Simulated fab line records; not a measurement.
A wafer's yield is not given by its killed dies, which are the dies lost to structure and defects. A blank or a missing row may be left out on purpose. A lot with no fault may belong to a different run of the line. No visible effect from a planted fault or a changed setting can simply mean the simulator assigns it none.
fab line records ; flow sky130
record lots=12; wafers=36; lastDay=50
route steps=708 shown METAL1@454 CAPM@540 METAL4@602 PASSIVATION@682 PAD_OPEN@708
lots that met no fault: from a run of the same line without faults
startH: hours from the record's opening day to when the first of the lot's shown wafers began ; waitH: hours from the lot's prior step to this one ; " repeats the value in the row above ; L1.1+2: a row that stands for several wafers ; - no value, or no start was given ; * or withheld: withheld ; < > ~ a bound
route shown NAME@n: names a module that has steps shown in the file, with the first one's number in the route ; usual: mean/standard deviation of fault-free wafers ; same: alike in all rows ; chamber/n: place in a boat ; sites: the reading at each site ; _std_site: their standard deviation ; _edge_site: mean of outer sites minus mean of inner sites ; radiusMm: how far each site lies from the wafer's centre ; mask NAME#n: copy n ; behind: the last tool/chamber to shape the wafer ; hold: what put the lot on hold/how long, in hours/how the hold closed ; device: the transistor (n, p or np) that didn't switch ; end of line: at the end of the route, the tests of the same wafers ; a step given without rows: its recipe and nothing more ; killed: at the first sort, the dies lost to defects and structure; wafer yield is something else ; map: dies across one wafer; x = killed, . = not, _ = none there
set.NAME: the setting that was run; set.NAME@STEP: the one run at that earlier step ; model.NAME: the simulator's own value behind a step, which no gauge read
a sample of lots followed through the steps of the route, with each step as a table and each wafer as a row
services: the hour from which a tool's chamber was out of use, counted from the record's first day as startH (under 0 if before that day), plus the number of hours and why
## steps
# step SKY_METAL1_STRIP_20
# recipe chemistry=O2/N2; powerW=1400; pressureMtorr=1500; platenTempC=withheld; o2FlowSccm=3000; n2FlowSccm=300; overashFraction=0.5
# usual drypumpMotorCurrentA=5.47/0.27; oesProductAu=0.343/0.005; stripTimeToEndpointS=2.69/0.039
lot.wafer;tool;chamber;startH;waitH;drypumpMotorCurrentA;oesProductAu;rfHoursCounterH;stripTimeToEndpointS
L242.2;plasmaAsher-01;0;759.78;0.1;5.90;0.346;2;2.69
L242.4;plasmaAsher-01;1;759.78;0.1;5.36;0.335;-;2.73
L242.5;plasmaAsher-01;1;759.78;0.1;5.32;0.345;-;2.62
L243.1;plasmaAsher-02;1;770.08;0.1;5.01;0.341;33;2.74
L243.2;plasmaAsher-02;0;770.08;0.1;5.09;0.356;33;2.71
L243.4;plasmaAsher-02;0;770.08;0.1;5.05;0.355;-;2.76
L244.1;plasmaAsher-04;0;774.51;0.1;5.54;0.330;67;2.69
L244.3;plasmaAsher-04;1;774.51;0.1;5.49;0.342;-;2.64
L244.6;plasmaAsher-04;0;774.51;0.1;5.54;0.344;-;2.68
L245.1;plasmaAsher-02;0;783.86;0.1;5.10;0.348;34;2.70
L245.5;plasmaAsher-02;1;783.86;0.1;4.99;0.345;-;2.69
L245.6;plasmaAsher-02;0;783.86;0.1;5.13;0.340;-;2.71
L246.1;plasmaAsher-01;0;792.28;0.1;5.90;0.329;5;2.68
L246.3;plasmaAsher-01;0;792.28;0.1;5.90;0.335;-;2.67
L246.6;plasmaAsher-01;1;792.28;0.1;5.35;0.338;-;2.67
L248.1;plasmaAsher-02;1;806.23;0.1;5.00;0.347;36;2.67
L248.3;plasmaAsher-02;0;806.23;0.1;5.09;0.347;-;2.74
L248.4;plasmaAsher-02;1;806.23;0.1;5.01;0.345;-;2.70
L249.2;plasmaAsher-04;0;820.13;0.1;5.54;0.341;71;2.65
L249.4;plasmaAsher-04;0;820.13;0.1;5.56;0.335;-;2.65
L249.6;plasmaAsher-04;1;820.13;0.1;5.50;0.345;-;2.72
L255.1;plasmaAsher-04;1;862.98;0.1;5.56;0.340;76;2.72
L255.2;plasmaAsher-04;0;862.98;0.1;5.55;0.344;76;2.66
L255.3;plasmaAsher-04;0;862.98;0.1;5.55;0.344;-;2.67
L256.3;plasmaAsher-04;0;866.91;0.1;5.53;0.346;-;2.66
L256.4;plasmaAsher-04;1;866.91;0.1;5.50;0.348;-;2.71
L256.5;plasmaAsher-04;1;866.91;0.1;5.52;0.339;-;2.69
L258.1;plasmaAsher-04;0;889.23;0.1;5.54;0.335;78;2.66
L258.3;plasmaAsher-04;0;889.23;0.1;5.56;0.337;-;2.67
L258.6;plasmaAsher-04;0;889.23;0.1;5.58;0.342;-;2.64
L262.1;plasmaAsher-02;1;909.53;0.1;5.01;0.342;46;2.67
L262.4;plasmaAsher-02;1;909.53;0.1;5.00;0.341;-;2.70
L262.6;plasmaAsher-02;0;909.53;0.1;5.10;0.345;-;2.65
L263.2;plasmaAsher-01;1;919.66;0.1;5.36;0.348;17;2.70
L263.3;plasmaAsher-01;0;919.66;0.1;5.91;0.342;-;2.74
L263.6;plasmaAsher-01;0;919.66;0.1;5.92;0.346;-;2.73
# step SKY_CAPM_RS_MEAS_03
# recipe thkMeasGauge=four-point-probe; reads=TiN_of_CAPM_SPUTTER_02
# usual CAPM_TIN_RS=6.89/0.094
lot.wafer;tool;chamber;startH;waitH;CAPM_TIN_RS[ohm/sq]
L242.2;filmMetro-01;-;844.62;0.1;6.79
L242.4;filmMetro-01;-;844.62;0.1;6.82
L242.5;filmMetro-01;-;844.62;0.1;6.85
L243.1;filmMetro-02;-;854.90;0.1;6.81
L243.2;filmMetro-02;-;854.90;0.1;6.84
L243.4;filmMetro-02;-;854.90;0.1;6.86
L244.1;filmMetro-02;-;857.59;0.1;6.63
L244.3;filmMetro-02;-;857.59;0.1;6.70
L244.6;filmMetro-02;-;857.59;0.1;6.72
L245.1;filmMetro-02;-;869.05;0.1;6.98
L245.5;filmMetro-02;-;869.05;0.1;6.99
L245.6;filmMetro-02;-;869.05;0.1;6.95
L246.1;filmMetro-02;-;875.97;0.1;6.90
L246.3;filmMetro-02;-;875.97;0.1;6.73
L246.6;filmMetro-02;-;875.97;0.1;6.81
L248.1;filmMetro-03;-;889.85;0.1;6.92
L248.3;filmMetro-03;-;889.85;0.1;6.86
L248.4;filmMetro-03;-;889.85;0.1;6.87
L249.2;filmMetro-01;-;903.39;0.1;6.83
L249.4;filmMetro-01;-;903.39;0.1;6.77
L249.6;filmMetro-01;-;903.39;0.1;6.82
L255.1;filmMetro-03;-;943.83;0.1;6.80
L255.2;filmMetro-03;-;943.83;0.1;6.89
L255.3;filmMetro-03;-;943.83;0.1;6.93
L256.3;filmMetro-01;-;947.25;0.1;6.92
L256.4;filmMetro-01;-;947.25;0.1;6.92
L256.5;filmMetro-01;-;947.25;0.1;6.93
L258.1;filmMetro-03;-;969.30;0.1;6.93
L258.3;filmMetro-03;-;969.30;0.1;7.04
L258.6;filmMetro-03;-;969.30;0.1;7.03
L262.1;filmMetro-03;-;990.11;0.1;6.93
L262.4;filmMetro-03;-;990.11;0.1;6.80
L262.6;filmMetro-03;-;990.11;0.1;6.95
L263.2;filmMetro-02;-;997.52;0.1;7.03
L263.3;filmMetro-02;-;997.52;0.1;6.94
L263.6;filmMetro-02;-;997.52;0.1;7.01
# step SKY_METAL4_SPUTTER_04
# recipe material=TiN; targetThkNm=70; powerW=6500; timeS=58.3; chamberPressurePa=0.4
# usual throttleValvePct=29.8/1.4
lot.wafer;tool;chamber;startH;waitH;throttleValvePct
L242.2;pvdSputter-03;-;924.56;0.0;30.8
L242.4;pvdSputter-03;-;924.56;0.0;27.4
L242.5;pvdSputter-03;-;924.56;0.0;31.6
L243.1;pvdSputter-02;-;938.17;0.0;29.2
L243.2;pvdSputter-02;-;938.17;0.0;29.1
L243.4;pvdSputter-02;-;938.17;0.0;28.2
L244.1;pvdSputter-03;-;939.37;0.0;31.3
L244.3;pvdSputter-03;-;939.37;0.0;31.1
L244.6;pvdSputter-03;-;939.37;0.0;27.4
L245.1;pvdSputter-02;-;946.26;0.0;28.5
L245.5;pvdSputter-02;-;946.26;0.0;29.1
L245.6;pvdSputter-02;-;946.26;0.0;28.6
L246.1;pvdSputter-03;-;953.74;0.0;27.3
L246.3;pvdSputter-03;-;953.74;0.0;31.0
L246.6;pvdSputter-03;-;953.74;0.0;31.3
L248.1;pvdSputter-04;-;968.81;0.0;30.0
L248.3;pvdSputter-04;-;968.81;0.0;30.4
L248.4;pvdSputter-04;-;968.81;0.0;32.1
L249.2;pvdSputter-03;-;980.39;0.0;31.0
L249.4;pvdSputter-03;-;980.39;0.0;31.6
L249.6;pvdSputter-03;-;980.39;0.0;27.4
L255.1;pvdSputter-03;-;1018.32;0.0;31.0
L255.2;pvdSputter-03;-;1018.32;0.0;31.4
L255.3;pvdSputter-03;-;1018.32;0.0;27.4
L256.3;pvdSputter-02;-;1022.66;0.0;31.0
L256.4;pvdSputter-02;-;1022.66;0.0;29.3
L256.5;pvdSputter-02;-;1022.66;0.0;29.1
L258.1;pvdSputter-04;-;1043.77;0.0;30.3
L258.3;pvdSputter-04;-;1043.77;0.0;32.0
L258.6;pvdSputter-04;-;1043.77;0.0;30.0
L262.1;pvdSputter-04;-;1060.97;0.0;30.7
L262.4;pvdSputter-04;-;1060.97;0.0;29.7
L262.6;pvdSputter-04;-;1060.97;0.0;28.8
L263.2;pvdSputter-02;-;1068.34;0.0;28.9
L263.3;pvdSputter-02;-;1068.34;0.0;30.6
L263.6;pvdSputter-02;-;1068.34;0.0;28.4
# step SKY_PASSIVATION_THK_MEAS_01
# recipe reads=SiO2_of_PASSIVATION_CVD_00
# usual PASSIVATION_CVD_00_THK=89.7/1.2
lot.wafer;tool;chamber;startH;waitH;PASSIVATION_CVD_00_THK[nm]
L242.2;filmMetro-03;-;1021.46;-;87.8
L242.4;filmMetro-03;-;1021.46;-;89.1
L242.5;filmMetro-03;-;1021.46;-;90.0
L243.1;filmMetro-03;-;1036.38;-;89.6
L243.2;filmMetro-03;-;1036.38;-;89.9
L243.4;filmMetro-03;-;1036.38;-;92.2
L244.1;filmMetro-03;-;1037.33;-;89.4
L244.3;filmMetro-03;-;1037.33;-;88.0
L244.6;filmMetro-03;-;1037.33;-;89.8
L245.1;filmMetro-01;-;1044.28;-;89.3
L245.5;filmMetro-01;-;1044.28;-;90.9
L245.6;filmMetro-01;-;1044.28;-;91.1
L246.1;filmMetro-04;-;1049.48;-;87.9
L246.3;filmMetro-04;-;1049.48;-;91.0
L246.6;filmMetro-04;-;1049.48;-;91.1
L248.1;filmMetro-03;-;1065.45;-;88.5
L248.3;filmMetro-03;-;1065.45;-;88.6
L248.4;filmMetro-03;-;1065.45;-;91.3
L249.2;filmMetro-01;-;1075.80;-;88.4
L249.4;filmMetro-01;-;1075.80;-;89.8
L249.6;filmMetro-01;-;1075.80;-;89.9
L255.1;filmMetro-03;-;1109.71;-;89.2
L255.2;filmMetro-03;-;1109.71;-;88.1
L255.3;filmMetro-03;-;1109.71;-;88.1
L256.3;filmMetro-01;-;1112.75;-;87.2
L256.4;filmMetro-01;-;1112.75;-;90.5
L256.5;filmMetro-01;-;1112.75;-;88.1
L258.1;filmMetro-01;-;1129.68;-;89.8
L258.3;filmMetro-01;-;1129.68;-;87.6
L258.6;filmMetro-01;-;1129.68;-;90.1
L262.1;filmMetro-04;-;1143.02;-;89.0
L262.4;filmMetro-04;-;1143.02;-;90.3
L262.6;filmMetro-04;-;1143.02;-;89.6
L263.2;filmMetro-03;-;1153.59;-;88.8
L263.3;filmMetro-03;-;1153.59;-;89.6
L263.6;filmMetro-03;-;1153.59;-;89.8
# step SKY_PAD_OPEN_PROBE_99
# usual defectLimitedYield=82.1/2; killed_at_M0_to_M3=44/7.8; killed_at_M4_up=3.1/1.7; killedAtContacts=25/5.1; killedAtFrontEnd=15/4.4; killedAtOther=0.5/0.68; killedDies=88/9.9; killedOpen=48/6.9; killedShort=39/6.5; sort_bin_3_pad_short=0.8/0.42; sort_bin_5_function=10.6/1.5; sort_bin_6_memory=6.5/1.2; sortNPass=404/9.9; sortYieldPct=82.1/2
# same grossDies=492; killedAtBackSide=0; sort_bin_4_leakage[%]=0; sort_bin_8_speed[%]=0
lot.wafer;tool;chamber;startH;waitH;defectLimitedYield[%];killed_at_M0_to_M3;killed_at_M4_up;killedAtContacts;killedAtFrontEnd;killedAtOther;killedDies;killedOpen;killedShort;sort_bin_3_pad_short[%];sort_bin_5_function[%];sort_bin_6_memory[%];sortNPass;sortYieldPct[%]
L255.1;prober-01;-;1148.92;0.1;81.3;50;2;23;17;0;92;52;37;0.8;12.0;5.9;400;81.3
L255.2;prober-01;-;1148.97;0.1;71.1;86;4;33;19;0;142;59;44;2.4;18.5;7.9;350;71.1
L255.3;prober-01;-;1149.02;0.2;75.2;82;1;16;23;0;122;40;44;1.8;13.0;10.0;370;75.2
L256.3;prober-02;-;1151.66;0.2;76.8;83;2;15;14;0;114;46;31;0.4;16.7;6.1;378;76.8
L256.4;prober-02;-;1151.71;0.2;79.3;47;4;30;21;0;102;53;48;1.4;11.8;7.5;390;79.3
L256.5;prober-02;-;1151.76;0.2;83.7;40;4;22;14;0;80;44;36;1.2;8.9;6.1;412;83.7
L258.1;prober-02;-;1167.56;0.1;72.8;92;3;23;16;0;134;52;41;1.8;18.3;7.1;358;72.8
L258.3;prober-02;-;1167.66;0.2;75.6;68;5;29;18;0;120;48;35;1.8;14.8;7.7;372;75.6
L258.6;prober-02;-;1167.81;0.2;76.8;80;0;24;10;0;114;36;30;2.0;15.0;6.1;378;76.8
# killed by level:class
L255.1 VIA1:geometricParticle:open=12 VIA3:geometricParticle:open=10 VIA2:geometricParticle:open=10 VIA1:geometricParticle:short=7 CONTACT:geometricParticle:open=6 FIELD_ISO:geometricParticle:short=5 LI_CONTACT:geometricParticle:short=5 METAL2:geometricParticle:short=5
L255.2 METAL1:unspecified=39 CONTACT:geometricParticle:open=15 VIA1:geometricParticle:open=11 VIA2:geometricParticle:open=9 CONTACT:geometricParticle:short=9 VIA1:geometricParticle:short=8 FIELD_ISO:geometricParticle:short=7 LI_CONTACT:geometricParticle:open=7
L255.3 METAL1:unspecified=38 VIA1:geometricParticle:open=12 METAL2:geometricParticle:short=8 VIA2:geometricParticle:open=7 FIELD_ISO:geometricParticle:short=6 POLY_GATE:geometricParticle:short=6 METAL1:geometricParticle:short=6 LI_CONTACT:geometricParticle:open=6
L256.3 METAL1:unspecified=36 VIA1:geometricParticle:open=12 CONTACT:geometricParticle:open=6 VIA2:geometricParticle:open=6 VIA3:geometricParticle:open=5 FIELD_ISO:geometricParticle:open=4 CONTACT:geometricParticle:short=4 METAL1:geometricParticle:short=4
L256.4 CONTACT:geometricParticle:open=14 METAL1:geometricParticle:short=11 VIA1:geometricParticle:short=8 VIA3:geometricParticle:open=8 VIA2:geometricParticle:open=7 VIA1:geometricParticle:open=7 CONTACT:geometricParticle:short=6 FIELD_ISO:geometricParticle:short=5
L256.5 VIA3:geometricParticle:open=11 CONTACT:geometricParticle:open=9 VIA1:geometricParticle:open=8 FIELD_ISO:geometricParticle:open=5 LOCAL_INTERCONNECT:geometricParticle:short=5 FIELD_ISO:geometricParticle:short=4 METAL1:geometricParticle:short=4 VIA1:geometricParticle:short=4
L258.1 METAL1:unspecified=41 VIA1:geometricParticle:open=12 CONTACT:geometricParticle:open=12 VIA2:geometricParticle:open=9 METAL2:geometricParticle:short=7 POLY_GATE:geometricParticle:open=5 METAL1:geometricParticle:short=5 CONTACT:geometricParticle:short=5
L258.3 METAL1:unspecified=36 CONTACT:geometricParticle:open=13 VIA1:geometricParticle:open=8 POLY_GATE:geometricParticle:short=7 LI_CONTACT:geometricParticle:open=6 VIA3:geometricParticle:open=5 POLY_GATE:geometricParticle:open=4 CONTACT:geometricParticle:short=4
L258.6 METAL1:unspecified=48 CONTACT:geometricParticle:open=10 LI_CONTACT:geometricParticle:open=7 POLY_GATE:geometricParticle:short=5 VIA1:geometricParticle:open=5 METAL1:geometricParticle:short=4 METAL2:geometricParticle:short=4 VIA2:geometricParticle:open=4
## services
tool;chamber;startH;hours;kind
pvdSputter-02;-;787.29;1.6;repair
pvdSputter-03;-;804.69;3.0;repair
plasmaAsher-04;-;807.46;2.8;repair
pvdSputter-03;3;813.60;-;consumableReplace:kit
pvdSputter-03;3;813.60;18.0;scheduledDown
pvdSputter-03;3;813.60;18.0;ventCycle
pvdSputter-03;-;821.93;4.1;repair
pvdSputter-02;3;832.59;-;consumableReplace:kit
pvdSputter-02;3;832.59;18.0;scheduledDown
pvdSputter-02;3;832.59;18.0;ventCycle
pvdSputter-02;-;937.43;0.5;repair
plasmaAsher-02;-;940.98;28.1;pm
plasmaAsher-02;-;975.63;8.1;repair
plasmaAsher-01;-;977.68;5.4;repair
pvdSputter-03;-;986.14;23.3;repair
plasmaAsher-04;-;990.86;10.1;repair
pvdSputter-04;-;1000.32;8.0;repair
pvdSputter-03;2;1012.41;-;consumableReplace:kit
pvdSputter-03;2;1012.41;18.0;scheduledDown
pvdSputter-03;2;1012.41;18.0;ventCycle
plasmaAsher-02;-;1019.92;0.5;repair
pvdSputter-03;1;1062.53;-;consumableReplace:kit
pvdSputter-03;1;1062.53;18.0;scheduledDown
pvdSputter-03;1;1062.53;18.0;ventCycle
## key
firstSign step=SKY_PAD_OPEN_PROBE_99; reading=killed_at_M0_to_M3; direction=up; sigmas=4.8; usual=44; struck=82
effect step=SKY_PAD_OPEN_PROBE_99; reading=sort_bin_5_function; direction=up; sigmas=3.7; usual=10.6; struck=16.1
metAt SKY_METAL1_STRIP_20
struckLots L255,L256,L258
struckWafers L255.2,L255.3,L256.3,L258.1,L258.3,L258.6
notActingAt SKY_CAPM_RS_MEAS_03,SKY_METAL4_SPUTTER_04,SKY_PASSIVATION_THK_MEAS_01
onsetBetween 820.13 862.98
fault kind=chamberParticleSource; tool=plasmaAsher-04; chamber=0; onsetH=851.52; steps=SKY_METAL1_STRIP_20; ratePerVisitCm2=0.39295; endH=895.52
